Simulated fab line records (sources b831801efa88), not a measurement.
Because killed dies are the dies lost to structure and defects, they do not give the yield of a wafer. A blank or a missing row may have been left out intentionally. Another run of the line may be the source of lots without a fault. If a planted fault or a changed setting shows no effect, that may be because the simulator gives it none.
fab line records	flow sky130
record lots=6	wafers=18	lastDay=50
route steps=708 shown METAL5@669 PASSIVATION@681 PAD_OPEN@694
lots untouched by any fault: they come from a run of this same line in which no faults occurred
startH: hours from the record's opening day to when the first of the lot's shown wafers began	waitH: hours from the lot's prior step to this one	" repeats the value in the row above	L1.1+2: one row covering several wafers at once	- value missing, or start not given	* or withheld: withheld	< > ~ a bound
route shown NAME@n: names a module that has steps shown in the file, with the first one's number in the route	usual: average and standard deviation across the fault-free wafers	same: alike in all rows	chamber/n: place in a boat	sites: each site's reading	_std_site: the values' standard deviation	_edge_site: the outer-site mean with the inner-site mean subtracted	radiusMm: for every site, how far away it sits from the centre of the wafer	mask NAME#n: copy n	behind: tool/chamber where the wafer was last shaped	hold: why the lot went on hold/how many hours it stayed there/how the hold came to an end	device: which transistor (n, p or np) failed to switch	end of line: at the end of the route, the tests of the same wafers	a step without rows: its recipe alone	killed: at the first sort, the dies lost to defects and structure; wafer yield is something else	map: the dies of a wafer, with x for killed, . for not killed, _ for no die there
set.NAME: the setting that was run; set.NAME@STEP: the one run at that earlier step	model.NAME: the simulator's own value behind a step, which no gauge read
lots at some steps of the route; a table a step, a row a wafer
services: from which hour (startH, from the record's first day; less than 0 if before it) a tool's chamber was out of use, for how many hours, and why
## steps
# step SKY_METAL5_HMDS_08
# recipe primeTimeS=60	primeTempC=120
# step SKY_METAL5_COAT_09
# recipe resist=NOVOLAK	spinRpm=3000	resistThkNm=1800
# step SKY_METAL5_SOFTBAKE_10
# recipe tempC=90	timeS=60	resist=NOVOLAK
# step SKY_METAL5_EXPOSE_11
# recipe maskId=MM5	na=0.6	sourceShape=conventional	sigmaOuter=0.6	polarization=unpolarized	targetCdNm=1600	doseMj=190
# step SKY_METAL5_PEB_12
# recipe tempC=withheld	timeS=*	resist=NOVOLAK
# step SKY_METAL5_DEVELOP_13
# recipe resist=NOVOLAK	developer=TMAH	developTimeS=60	devTempC=23
# step SKY_METAL5_DESCUM_14
# recipe chemistry=O2	sourcePowerW=150	biasPowerW=0	pressureMtorr=10	tempC=40	timeS=11
# step SKY_METAL5_METAL_ETCH_15
# recipe targetDepthA=12600	stopOn=SiO2	overEtchFrac=0.2	timeS=252	chemistry=Cl2/BCl3	resistSidewallDeg=86	pressureMtorr=10	icpW=900	biasW=48.5	Cl2_flow_sccm=60	bcl3FlowSccm=30
# usual drypumpMotorCurrentA=5.3/0.41	oesProductAu=0.893/0.0045	throttleValvePct=22.265/0.0093
# same overEtchFrac=0.2
lot.wafer	tool	chamber	startH	waitH	drypumpMotorCurrentA	oesProductAu	rfHoursCounterH	throttleValvePct
L680.1	rieMetal-01	1	1065.44	0.0	4.8	0.892	8	22.256
L680.4	"	1	"	"	4.8	0.895	-	22.270
L680.6	"	0	"	"	5.3	0.889	-	22.260
L681.1	rieMetal-01	1	1068.41	0.0	4.8	0.893	9	22.273
L681.4	"	0	"	"	5.3	0.899	-	22.257
L681.5	"	0	"	"	5.3	0.891	-	22.277
L690.1	rieMetal-04	0	1120.96	0.0	5.3	0.892	18	22.270
L690.3	"	0	"	"	5.3	0.893	-	22.269
L690.4	"	1	"	"	5.3	0.886	-	22.254
L691.2	rieMetal-01	1	1128.68	0.0	4.9	0.896	13	22.268
L691.3	"	0	"	"	5.3	0.894	-	22.253
L691.5	"	1	"	"	4.9	0.897	-	22.268
L696.1	rieMetal-02	1	1155.16	0.0	4.9	0.895	19	22.267
L696.2	"	0	"	"	6.5	0.898	1	22.263
L696.3	"	0	"	"	6.5	0.901	-	22.265
L698.1	rieMetal-01	1	1176.81	0.0	4.8	0.891	17	22.259
L698.2	"	0	"	"	5.3	0.898	28	22.262
L698.3	"	1	"	"	4.8	0.889	-	22.274
# step SKY_METAL5_STRIP_16
# recipe chemistry=O2/N2	powerW=1400	pressureMtorr=1500	platenTempC=withheld	o2FlowSccm=3000	n2FlowSccm=300	overashFraction=0.5
# usual drypumpMotorCurrentA=6.1/0.33	oesProductAu=0.710/0.0043	stripTimeToEndpointS=13.05/0.18
lot.wafer	tool	chamber	startH	waitH	drypumpMotorCurrentA	oesProductAu	rfHoursCounterH	stripTimeToEndpointS
L680.1	plasmaAsher-03	0	1065.67	0.2	5.9	0.708	64	13.04
L680.4	"	1	"	"	6.2	0.706	-	12.98
L680.6	"	1	"	"	6.2	0.711	-	13.05
L681.1	plasmaAsher-03	0	1068.64	0.2	6.0	0.711	64	13.04
L681.4	"	0	"	"	5.9	0.707	-	13.04
L681.5	"	1	"	"	6.2	0.711	-	13.09
L690.1	plasmaAsher-01	1	1121.19	0.2	5.8	0.713	100	12.82
L690.3	"	0	"	"	6.6	0.703	-	12.88
L690.4	"	1	"	"	5.8	0.718	-	13.23
L691.2	plasmaAsher-03	1	1128.91	0.2	6.2	0.710	69	13.13
L691.3	"	1	"	"	6.2	0.705	-	13.02
L691.5	"	0	"	"	5.9	0.711	-	13.03
L696.1	plasmaAsher-04	1	1155.39	0.2	5.8	0.715	41	13.32
L696.2	"	0	"	"	6.6	0.711	41	13.08
L696.3	"	1	"	"	5.8	0.706	-	13.11
L698.1	plasmaAsher-03	1	1177.04	0.2	6.2	0.707	73	13.05
L698.2	"	0	"	"	5.9	0.702	73	13.01
L698.3	"	1	"	"	6.2	0.711	-	12.95
# step SKY_METAL5_STRIP_17
# recipe chemistry=postEtchResidueRemover	timeS=1200	tempC=72.5
# step SKY_METAL5_CLEAN_18
# recipe chemistry=IPA	timeS=180	tempC=25
# step SKY_METAL5_CLEAN_19
# recipe chemistry=O3/DIW	dry=n2Spin
# step SKY_PASSIVATION_CVD_00
# recipe material=SiO2	targetThkNm=90	tempC=400	timeS=withheld	rfW=600
# usual heaterPowerW=692/63	susceptorTempC=399.99/0.21
lot.wafer	tool	chamber	startH	waitH	heaterPowerW	susceptorTempC
L680.1	pecvd-03	1	1066.26	0.0	696	400.20
L680.4	"	0	"	"	637	400.09
L680.6	"	2	"	"	652	399.94
L681.1	pecvd-01	2	1069.27	0.0	656	400.01
L681.4	"	0	"	"	653	400.12
L681.5	"	1	"	"	760	400.11
L690.1	pecvd-03	1	1121.82	0.0	797	399.70
L690.3	"	0	"	"	640	400.07
L690.4	"	1	"	"	779	400.05
L691.2	pecvd-03	0	1129.53	0.0	540	400.06
L691.3	"	1	"	"	785	400.07
L691.5	"	0	"	"	552	399.94
L696.1	pecvd-04	0	1156.69	0.0	712	399.95
L696.2	"	1	"	"	540	399.98
L696.3	"	2	"	"	731	399.81
L698.1	pecvd-04	1	1177.83	0.0	635	399.82
L698.2	"	0	"	"	686	399.99
L698.3	"	2	"	"	741	399.99
# step SKY_PASSIVATION_THK_MEAS_01
# recipe reads=SiO2_of_PASSIVATION_CVD_00
# usual PASSIVATION_CVD_00_THK=90.1/1.1
lot.wafer	tool	chamber	startH	waitH	PASSIVATION_CVD_00_THK[nm]
L680.1	filmMetro-01	-	1066.29	-	90.3
L680.4	"	-	"	"	90.2
L680.6	"	-	"	"	91.3
L681.1	filmMetro-04	-	1069.30	-	87.9
L681.4	"	-	"	"	90.1
L681.5	"	-	"	"	90.0
L690.1	filmMetro-03	-	1121.84	-	89.9
L690.3	"	-	"	"	89.2
L690.4	"	-	"	"	91.9
L691.2	filmMetro-03	-	1129.57	-	89.5
L691.3	"	-	"	"	90.8
L691.5	"	-	"	"	90.6
L696.1	filmMetro-03	-	1156.72	-	89.8
L696.2	"	-	"	"	89.8
L696.3	"	-	"	"	88.7
L698.1	filmMetro-04	-	1177.85	-	88.4
L698.2	"	-	"	"	89.1
L698.3	"	-	"	"	88.0
# step SKY_PASSIVATION_CVD_02
# recipe material=Si3N4	targetThkNm=540	tempC=400	timeS=withheld	rfW=450
# usual heaterPowerW=740/73	susceptorTempC=400.02/0.23
lot.wafer	tool	chamber	startH	waitH	heaterPowerW	susceptorTempC
L680.1	pecvd-04	0	1066.35	0.1	712	400.04
L680.4	"	1	"	"	712	400.00
L680.6	"	2	"	"	817	400.16
L681.1	pecvd-03	0	1069.36	0.1	593	400.30
L681.4	"	1	"	"	811	399.93
L681.5	"	0	"	"	629	400.08
L690.1	pecvd-01	2	1121.90	0.1	737	400.54
L690.3	"	0	"	"	764	400.04
L690.4	"	1	"	"	855	400.19
L691.2	pecvd-01	2	1129.62	0.0	785	399.83
L691.3	"	1	"	"	835	400.10
L691.5	"	2	"	"	777	400.16
L696.1	pecvd-03	0	1156.78	0.1	667	400.30
L696.2	"	2	"	"	816	399.99
L696.3	"	1	"	"	855	399.91
L698.1	pecvd-03	2	1177.91	0.1	778	399.93
L698.2	"	1	"	"	868	400.35
L698.3	"	0	"	"	670	400.13
# step SKY_PASSIVATION_THK_MEAS_03
# recipe reads=Si3N4_of_PASSIVATION_CVD_02
# usual PASSIVATION_CVD_02_THK=539/6.9
lot.wafer	tool	chamber	startH	waitH	PASSIVATION_CVD_02_THK[nm]
L680.1	filmMetro-03	-	1066.57	-	537
L680.4	"	-	"	"	536
L680.6	"	-	"	"	541
L681.1	filmMetro-04	-	1069.58	-	524
L681.4	"	-	"	"	547
L681.5	"	-	"	"	544
L690.1	filmMetro-01	-	1122.13	-	541
L690.3	"	-	"	"	545
L690.4	"	-	"	"	543
L691.2	filmMetro-01	-	1129.85	-	534
L691.3	"	-	"	"	537
L691.5	"	-	"	"	545
L696.1	filmMetro-04	-	1157.00	-	527
L696.2	"	-	"	"	534
L696.3	"	-	"	"	536
L698.1	filmMetro-04	-	1178.14	-	544
L698.2	"	-	"	"	545
L698.3	"	-	"	"	537
# step SKY_PASSIVATION_DEHYDRATE_04
# recipe tempC=200	timeS=60
# step SKY_PASSIVATION_HMDS_05
# recipe primeTimeS=60	primeTempC=120
# step SKY_PASSIVATION_COAT_06
# recipe spinRpm=2000	resistThkNm=3000
# step SKY_PASSIVATION_SOFTBAKE_07
# recipe tempC=110	timeS=withheld
# step SKY_PASSIVATION_EXPOSE_08
# recipe maskId=NSM	targetCdNm=3000	na=0.57	doseMj=260
# step SKY_PASSIVATION_PEB_09
# recipe tempC=115	timeS=withheld
# step SKY_PASSIVATION_DEVELOP_10
# recipe developTimeS=60	devTempC=23
# step SKY_PASSIVATION_ETCH_11
# recipe chemistry=CF4/O2	targetDepthNm=725	stopOn=AlCu	sourceW=800	biasW=150	pressureMtorr=150	cf4FlowSccm=80	O2_flow_sccm=10	timeS=161.1
# usual drypumpMotorCurrentA=5.4/0.38	oesProductAu=0.977/0.0071	throttleValvePct=5.964/0.0091
lot.wafer	tool	chamber	startH	waitH	drypumpMotorCurrentA	oesProductAu	rfHoursCounterH	throttleValvePct
L680.1	rieDiel-04	0	1087.93	-	5.2	0.980	16	5.971
L680.4	"	1	"	"	5.3	0.972	18	5.980
L680.6	"	2	"	"	5.4	0.975	-	5.967
L681.1	rieDiel-02	1	1090.63	-	6.3	0.965	16	5.964
L681.4	"	2	"	"	5.3	0.988	23	5.941
L681.5	"	3	"	"	5.2	0.973	-	5.972
L690.1	rieDiel-02	3	1141.35	-	5.2	0.977	15	5.962
L690.3	"	1	"	"	6.3	0.972	18	5.983
L690.4	"	2	"	"	5.3	0.991	25	5.971
L691.2	rieDiel-04	2	1148.58	-	5.5	0.972	9	5.956
L691.3	"	0	"	"	5.3	0.979	18	5.961
L691.5	"	2	"	"	5.4	0.987	-	5.967
L696.1	rieDiel-04	0	1174.09	-	5.2	0.959	18	5.967
L696.2	"	3	"	"	4.7	0.982	17	5.967
L696.3	"	1	"	"	5.3	0.971	21	5.963
L698.1	rieDiel-02	1	1193.40	-	6.3	0.977	20	5.963
L698.2	"	3	"	"	5.2	0.977	17	5.969
L698.3	"	2	"	"	5.3	0.977	27	5.962
# step SKY_PASSIVATION_STRIP_12
# recipe chemistry=O2/N2	powerW=1400	pressureMtorr=1500	platenTempC=withheld	overashFraction=0.7	o2FlowSccm=3000	n2FlowSccm=300
# usual drypumpMotorCurrentA=6.0/0.57	oesProductAu=0.661/0.0043	stripTimeToEndpointS=31.52/0.13
lot.wafer	tool	chamber	startH	waitH	drypumpMotorCurrentA	oesProductAu	rfHoursCounterH	stripTimeToEndpointS
L680.1	plasmaAsher-04	1	1088.03	0.1	5.8	0.672	35	31.40
L680.4	"	1	"	"	5.8	0.664	-	31.54
L680.6	"	0	"	"	6.6	0.663	-	31.47
L681.1	plasmaAsher-01	1	1090.73	0.1	5.8	0.656	97	31.53
L681.4	"	1	"	"	5.8	0.663	-	31.36
L681.5	"	1	"	"	5.8	0.654	-	31.46
L690.1	plasmaAsher-04	0	1141.46	0.1	6.6	0.653	40	31.60
L690.3	"	1	"	"	5.8	0.661	-	31.76
L690.4	"	0	"	"	6.6	0.659	-	31.58
L691.2	plasmaAsher-02	1	1148.68	0.1	6.1	0.662	9	31.24
L691.3	"	0	"	"	5.0	0.664	-	31.41
L691.5	"	0	"	"	5.0	0.658	-	31.37
L696.1	plasmaAsher-02	0	1174.20	0.1	5.0	0.661	11	31.57
L696.2	"	1	"	"	6.1	0.661	11	31.44
L696.3	"	1	"	"	6.1	0.667	-	31.76
L698.1	plasmaAsher-04	1	1193.51	0.1	5.8	0.659	45	31.49
L698.2	"	0	"	"	6.6	0.660	45	31.30
L698.3	"	1	"	"	5.8	0.649	-	31.36
# step SKY_PAD_OPEN_DEHYDRATE_00
# recipe tempC=200	timeS=60
# step SKY_PAD_OPEN_HMDS_01
# recipe primeTimeS=60	primeTempC=120
# step SKY_PAD_OPEN_COAT_02
# recipe spinRpm=2000	resistThkNm=3000
# step SKY_PAD_OPEN_SOFTBAKE_03
# recipe tempC=110	timeS=withheld
# step SKY_PAD_OPEN_EXPOSE_04
# recipe maskId=PDM	targetCdNm=60000	na=0.57	doseMj=260
# step SKY_PAD_OPEN_PEB_05
# recipe tempC=115	timeS=withheld
# step SKY_PAD_OPEN_DEVELOP_06
# recipe developTimeS=60	devTempC=23
# step SKY_PAD_OPEN_ETCH_07
# recipe chemistry=CF4/O2	targetDepthNm=725	stopOn=AlCu	sourceW=800	biasW=150	pressureMtorr=150	cf4FlowSccm=80	O2_flow_sccm=10	timeS=161.1
# step SKY_PAD_OPEN_STRIP_08
# recipe chemistry=O2/N2	powerW=1400	pressureMtorr=1500	platenTempC=withheld	overashFraction=0.7	o2FlowSccm=3000	n2FlowSccm=300
# step SKY_PAD_OPEN_STRIP_09
# recipe chemistry=postEtchResidueRemover	timeS=1200	tempC=72.5
# step SKY_PAD_OPEN_CLEAN_10
# recipe chemistry=IPA	timeS=180	tempC=25
# step SKY_PAD_OPEN_CLEAN_11
# recipe chemistry=O3/DIW	dry=n2Spin
# step SKY_PAD_OPEN_ANNEAL_12
# recipe tempC=400	timeS=withheld	ambient=N2/H2	idleTempC=300	rampUpCPerMin=8	rampDownCPerMin=4
# step SKY_PAD_OPEN_BOW_MEAS_13
# recipe mode=bow
# usual PAD_OPEN_BOW=46/8.7
lot.wafer	tool	chamber	startH	waitH	PAD_OPEN_BOW[um]
L680.1	filmMetro-03	-	1110.32	-	56
L680.4	"	-	"	"	42
L680.6	"	-	"	"	50
L681.1	filmMetro-02	-	1113.37	-	49
L681.4	"	-	"	"	49
L681.5	"	-	"	"	57
L690.1	filmMetro-01	-	1164.59	-	55
L690.3	"	-	"	"	42
L690.4	"	-	"	"	49
L691.2	filmMetro-02	-	1168.29	-	51
L691.3	"	-	"	"	39
L691.5	"	-	"	"	42
L696.1	filmMetro-03	-	1192.60	-	60
L696.2	"	-	"	"	50
L696.3	"	-	"	"	44
L698.1	filmMetro-03	-	1211.52	-	23
L698.2	"	-	"	"	34
L698.3	"	-	"	"	36
# step SKY_PAD_OPEN_PROBE_99
# usual defectLimitedYield=82.5/2	killed_at_M0_to_M3=44/7.4	killed_at_M4_up=3.0/1.8	killedAtContacts=24/5.1	killedAtFrontEnd=15/4.3	killedAtOther=0.3/0.54	killedDies=86/9.9	killedOpen=47/7.1	killedShort=38/6.7	sort_bin_3_pad_short=0.8/0.39	sort_bin_5_function=10.4/1.5	sort_bin_6_memory=6.2/1.2	sortNPass=406/9.9	sortYieldPct=82.5/2
# same grossDies=492	killedAtBackSide=0	sort_bin_4_leakage[%]=0	sort_bin_8_speed[%]=0
lot.wafer	tool	chamber	startH	waitH	defectLimitedYield[%]	killed_at_M0_to_M3	killed_at_M4_up	killedAtContacts	killedAtFrontEnd	killedAtOther	killedDies	killedOpen	killedShort	sort_bin_3_pad_short[%]	sort_bin_5_function[%]	sort_bin_6_memory[%]	sortNPass	sortYieldPct[%]	model.etest.tester.sortNPass	model.etest.tester.sortYieldPct	model.etest.tester.sort_bin_5_pct	model.etest.tester.sort_bin_3_pct
L680.1	prober-01	-	1110.44	0.1	82.9	51	6	17	10	0	84	40	44	0.8	11.0	5.3	408	82.9	408	82.93	10.98	0.813
L680.4	prober-01	-	1110.59	0.2	84.8	44	2	17	12	0	75	42	33	0.2	9.6	5.5	417	84.8	417	84.76	9.553	0.2033
L680.6	prober-01	-	1110.69	0.2	79.1	59	6	25	13	0	103	56	47	0.6	12.8	7.5	389	79.1	389	79.06	12.8	0.6098
L681.1	prober-02	-	1113.49	0.1	82.5	41	2	21	22	0	86	51	35	0.6	11.8	5.1	406	82.5	406	82.52	11.79	0.6098
L681.4	prober-02	-	1113.64	0.2	82.3	39	1	26	21	0	87	49	38	0.8	10.4	6.5	405	82.3	405	82.32	10.37	0.813
L681.5	prober-02	-	1113.69	0.2	81.3	45	5	24	18	0	92	52	40	0.8	11.4	6.5	400	81.3	400	81.3	11.38	0.813
L690.1	prober-02	-	1164.71	0.1	75.0	30	3	22	18	50	123	42	32	2.6	15.9	6.5	369	75.0	369	75	15.85	2.642
L690.3	prober-02	-	1164.81	0.2	73.2	39	2	27	16	48	132	43	41	2.2	16.5	8.1	360	73.2	360	73.17	16.46	2.236
L690.4	prober-02	-	1164.86	0.2	74.4	33	2	25	23	43	126	47	36	2.4	16.9	6.3	366	74.4	366	74.39	16.87	2.439
L691.2	prober-01	-	1168.44	0.1	71.3	39	6	35	11	50	141	57	35	2.6	16.5	9.6	351	71.3	351	71.34	16.46	2.642
L691.3	prober-01	-	1168.49	0.2	71.7	45	5	30	14	45	139	49	45	2.6	19.5	6.1	353	71.7	353	71.75	19.51	2.642
L691.5	prober-01	-	1168.59	0.2	73.2	48	2	19	19	44	132	52	36	2.6	17.1	7.1	360	73.2	360	73.17	17.07	2.642
L696.1	prober-02	-	1192.72	0.1	85.2	43	0	22	8	0	73	48	25	0.4	9.1	5.3	419	85.2	419	85.16	9.146	0.4065
L696.2	prober-02	-	1192.77	0.1	81.3	45	2	30	15	0	92	54	38	2.2	9.3	7.1	400	81.3	400	81.3	9.35	2.236
L696.3	prober-02	-	1192.82	0.2	83.7	42	4	24	10	0	80	35	45	1.4	8.1	6.7	412	83.7	412	83.74	8.13	1.423
L698.1	prober-02	-	1211.64	0.1	81.3	55	1	26	10	0	92	52	40	1.0	11.6	6.1	400	81.3	400	81.3	11.59	1.016
L698.2	prober-02	-	1211.69	0.1	82.9	51	4	15	13	1	84	55	29	1.2	10.0	5.9	408	82.9	408	82.93	9.959	1.22
L698.3	prober-02	-	1211.74	0.2	81.9	44	5	26	14	0	89	47	42	0.8	11.0	6.3	403	81.9	403	81.91	10.98	0.813
# killed by level:class
L680.1 VIA1:geometricParticle:open=9 METAL2:geometricParticle:short=9 VIA3:geometricParticle:open=6 CONTACT:geometricParticle:open=6 LI_CONTACT:geometricParticle:open=5 VIA1:geometricParticle:short=5 METAL3:geometricParticle:short=5 FIELD_ISO:geometricParticle:short=4
L680.4 VIA1:geometricParticle:open=8 LI_CONTACT:geometricParticle:open=7 METAL1:geometricParticle:short=7 VIA3:geometricParticle:open=6 METAL2:geometricParticle:short=5 VIA1:geometricParticle:short=4 VIA2:geometricParticle:open=4 FIELD_ISO:geometricParticle:open=3
L680.6 LI_CONTACT:geometricParticle:open=13 VIA1:geometricParticle:open=13 VIA1:geometricParticle:short=9 VIA3:geometricParticle:short=7 VIA2:geometricParticle:open=7 CONTACT:geometricParticle:open=6 METAL2:geometricParticle:short=6 CONTACT:geometricParticle:short=4
L681.1 VIA1:geometricParticle:open=11 FIELD_ISO:geometricParticle:open=10 CONTACT:geometricParticle:open=8 METAL2:geometricParticle:short=6 FIELD_ISO:geometricParticle:short=5 VIA2:geometricParticle:open=5 VIA3:geometricParticle:open=5 LI_CONTACT:geometricParticle:open=4
L681.4 VIA1:geometricParticle:open=12 LI_CONTACT:geometricParticle:open=10 CONTACT:geometricParticle:open=7 FIELD_ISO:geometricParticle:open=6 LOCAL_INTERCONNECT:geometricParticle:short=5 METAL1:geometricParticle:short=5 METAL2:geometricParticle:short=5 FIELD_ISO:geometricParticle:short=4
L681.5 VIA1:geometricParticle:open=10 VIA3:geometricParticle:open=9 LI_CONTACT:geometricParticle:open=8 CONTACT:geometricParticle:open=8 POLY_GATE:geometricParticle:short=6 METAL2:geometricParticle:short=6 LOCAL_INTERCONNECT:geometricParticle:short=6 POLY_GATE:geometricParticle:open=5
L690.1 PASSIVATION:unspecified=49 CONTACT:geometricParticle:short=7 VIA1:geometricParticle:open=7 VIA2:geometricParticle:open=7 FIELD_ISO:geometricParticle:short=6 LI_CONTACT:geometricParticle:open=6 VIA3:geometricParticle:open=5 METAL2:geometricParticle:short=5
L690.3 PASSIVATION:unspecified=48 CONTACT:geometricParticle:open=9 VIA1:geometricParticle:open=9 METAL2:geometricParticle:short=7 LI_CONTACT:geometricParticle:open=6 CONTACT:geometricParticle:short=6 LI_CONTACT:geometricParticle:short=5 METAL1:geometricParticle:short=5
L690.4 PASSIVATION:unspecified=43 CONTACT:geometricParticle:open=13 VIA1:geometricParticle:open=8 FIELD_ISO:geometricParticle:short=7 FIELD_ISO:geometricParticle:open=5 LI_CONTACT:geometricParticle:open=5 VIA3:geometricParticle:open=5 POLY_GATE:geometricParticle:short=4
L691.2 PASSIVATION:unspecified=49 CONTACT:geometricParticle:open=11 LI_CONTACT:geometricParticle:open=11 VIA1:geometricParticle:open=11 VIA2:geometricParticle:open=10 CONTACT:geometricParticle:short=6 POLY_GATE:geometricParticle:open=5 FIELD_ISO:geometricParticle:short=4
L691.3 PASSIVATION:unspecified=45 VIA1:geometricParticle:open=13 LI_CONTACT:geometricParticle:open=13 VIA1:geometricParticle:short=9 CONTACT:geometricParticle:open=6 METAL2:geometricParticle:short=6 FIELD_ISO:geometricParticle:short=5 LOCAL_INTERCONNECT:geometricParticle:short=4
L691.5 PASSIVATION:unspecified=44 VIA1:geometricParticle:open=9 METAL1:geometricParticle:short=8 CONTACT:geometricParticle:open=7 FIELD_ISO:geometricParticle:open=6 VIA2:geometricParticle:open=6 LI_CONTACT:geometricParticle:open=5 VIA1:geometricParticle:short=5
L696.1 VIA2:geometricParticle:open=11 VIA1:geometricParticle:open=10 LI_CONTACT:geometricParticle:open=8 CONTACT:geometricParticle:open=8 METAL3:geometricParticle:short=5 VIA3:geometricParticle:open=5 METAL2:geometricParticle:short=4 VIA2:geometricParticle:short=4
L696.2 VIA1:geometricParticle:open=13 LI_CONTACT:geometricParticle:open=11 CONTACT:geometricParticle:open=9 CONTACT:geometricParticle:short=8 VIA3:geometricParticle:open=6 METAL1:geometricParticle:short=5 VIA2:geometricParticle:open=5 FIELD_ISO:geometricParticle:short=4
L696.3 METAL1:geometricParticle:short=10 VIA1:geometricParticle:open=9 CONTACT:geometricParticle:open=9 METAL3:geometricParticle:short=6 LI_CONTACT:geometricParticle:short=4 LI_CONTACT:geometricParticle:open=4 VIA1:geometricParticle:short=4 FIELD_ISO:geometricParticle:short=3
L698.1 VIA1:geometricParticle:open=12 CONTACT:geometricParticle:open=12 METAL2:geometricParticle:short=9 VIA1:geometricParticle:short=8 LI_CONTACT:geometricParticle:open=6 VIA3:geometricParticle:open=6 VIA2:geometricParticle:open=5 CONTACT:geometricParticle:short=4
L698.2 VIA3:geometricParticle:open=14 VIA1:geometricParticle:open=10 VIA2:geometricParticle:open=9 CONTACT:geometricParticle:open=6 FIELD_ISO:geometricParticle:short=4 POLY_GATE:geometricParticle:open=4 LI_CONTACT:geometricParticle:open=4 METAL3:geometricParticle:short=4
L698.3 VIA1:geometricParticle:open=14 CONTACT:geometricParticle:open=8 FIELD_ISO:geometricParticle:short=7 LI_CONTACT:geometricParticle:open=7 METAL1:geometricParticle:short=6 VIA3:geometricParticle:open=6 CONTACT:geometricParticle:short=5 METAL2:geometricParticle:open=5
# map L690.3 (x killed, . not)
__________....x...x._________
________x....x...xx..x_______
______......x....xxxxx.x_____
_____.xx..x........xxxxxx____
____x...xx.....xx..xxxxxxx___
___...........x..xx.xxxxxxx__
__.......x.........xxxxxxxx._
_.......x........xxxxxxxxxx.x
_..........x.x....x.xxxxxxx..
_xxx......x....x..xxxx.x.x...
_.x.....xx...x....x.x........
_........x...x....x......x...
_........x.x.x.x.....x.......
_......x.x.......x......x..x.
_...x..xx..............x.....
__........x.x..x.x.......x.._
___x......x......x.........__
____..x..x......x...x.....___
_____..x..........x.....x____
______x..........xx....._____
________..x..........._______
__________..x.....x._________
# map L691.2 (x killed, . not)
__________...x......_________
________x.......xx...._______
______..........x..xx.xx_____
_____.x.x.....x.....xxx.x____
____...x....x......xxxxxxx___
___.x........x....xxxxxxxxx__
__x...xx.....x.x..xxxxxxxxx._
_...xx...........xxxxxxxxx.x.
_....x..x.x.....xxxxxxxx.xxx.
_..xx..x.xx.x.......xxxxxxx..
_.xxx.............x.x.......x
_..x..........x..........x.x.
_..x.....x..xx.........x..x..
_.xx...x......x.xx......x...x
_.....x.x........x....x......
__......xx.x.x.xx..........._
___.....x..x...x...x...x...__
____......x......x........___
_____.........x..xx.xxx..____
______.................._____
________..x......x..xx_______
__________....x....._________
## services
tool	chamber	startH	hours	kind
plasmaAsher-02	-	1055.25	9.0	pm
plasmaAsher-02	0	1055.25	9.0	ventCycle
plasmaAsher-02	1	1055.25	9.0	ventCycle
plasmaAsher-02	0	1064.25	-	clean
plasmaAsher-03	-	1072.20	14.6	pm
pecvd-03	0	1076.33	5.5	scheduledDown
rieMetal-02	0	1079.55	13.5	repair
pecvd-01	0	1080.48	28.9	repair
pecvd-01	2	1092.02	2.1	scheduledDown
pecvd-03	0	1092.05	16.7	repair
rieDiel-04	2	1094.87	12.6	repair
pecvd-03	1	1111.44	1.9	repair
pecvd-04	1	1118.34	2.1	scheduledDown
pecvd-03	0	1146.81	5.5	scheduledDown
rieDiel-02	1	1148.20	10.1	repair
plasmaAsher-02	-	1155.32	5.0	repair
rieDiel-02	3	1156.93	8.7	repair
pecvd-03	0	1180.62	-	clean
pecvd-03	0	1180.62	-	consumableReplace:showerhead
pecvd-03	0	1180.62	29.0	scheduledDown
pecvd-03	0	1180.62	29.0	ventCycle
plasmaAsher-02	-	1183.04	14.6	pm
rieDiel-02	0	1192.68	-	clean
rieDiel-02	0	1192.68	-	consumableReplace:focusRing
## key
firstSign step=SKY_PAD_OPEN_PROBE_99	reading=killedAtOther	direction=up	sigmas=46	usual=0.3	struck=46.7
effect step=SKY_PAD_OPEN_PROBE_99	reading=sortNPass	direction=down	sigmas=4.7	usual=406	struck=360
modelEffect step=SKY_PAD_OPEN_PROBE_99	value=etest.tester.sortNPass	without=400.2	struck=359.8
metAt SKY_PASSIVATION_CVD_00
struckWafers L690.1,L690.3,L690.4,L691.2,L691.3,L691.5
onsetBetween 1066.26 1121.82
alsoFits SKY_PASSIVATION_CVD_02:pecvd-01
fault kind=chamberParticleSource	tool=pecvd-03	chamber=-	onsetH=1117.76	steps=SKY_PASSIVATION_CVD_00	ratePerVisitCm2=0.64194	endH=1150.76
